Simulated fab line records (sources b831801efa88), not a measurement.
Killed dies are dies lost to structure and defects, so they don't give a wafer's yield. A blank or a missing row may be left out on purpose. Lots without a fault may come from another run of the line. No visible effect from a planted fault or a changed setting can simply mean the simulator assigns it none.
Matching of chambers ; flow sky130 ; SKY_VIA3_CMP_24 on cmp-01: 4 sister chambers
The step polishes, stops on SiO2, t overpolish 20 s, target thk 0 nm. 8 wafers are shown with their chamber, then 6 later ones without.

EACH WAFER AND ITS CHAMBER
wafer;chamber;motor_current_A (A);time_to_endpoint_s (s)
L638.4;0;10.9;99
L642.6;1;9.6;93
L644.1;3;10.8;100
L644.2;1;9.5;95
L644.6;2;12.6;97
L645.1;2;12.7;96
L645.3;0;10.8;92
L645.5;3;10.1;101

WAFERS WITHOUT THEIR CHAMBER
wafer;motor_current_A (A);time_to_endpoint_s (s)
L648.3;10.5;94
L648.4;9.2;97
L648.5;10.6;102
L652.1;9.1;99
L652.2;10.5;102
L652.4;11.0;99

CHAMBER TAKEN BY EACH
wafer;from the rows above;in truth
L648.3;can't be placed: 0 or 3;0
L648.4;1;1
L648.5;can't be placed: 3 or 0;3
L652.1;1;1
L652.2;3;3
L652.4;can't be placed: 0 or 3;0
Correctly placed: 3 of 6. Unplaceable from these rows: 3, with the true chamber sitting among the candidates in 3. Placed wrongly: 0.
How it was worked out, from the rows above alone: a wafer's distance from a chamber is the root of the sum, over the readings, of the square of ((its reading less the chamber's mean) divided by the reading's scatter). The wafer belongs to the nearest chamber; if the next one is less than 2 further off, it can't be placed. The mean given for a chamber averages the wafers shown for that chamber. The scatter is the square root of a quotient: the sum, over the shown wafers, of each reading's squared deviation from its chamber's mean, divided by wafers minus chambers.
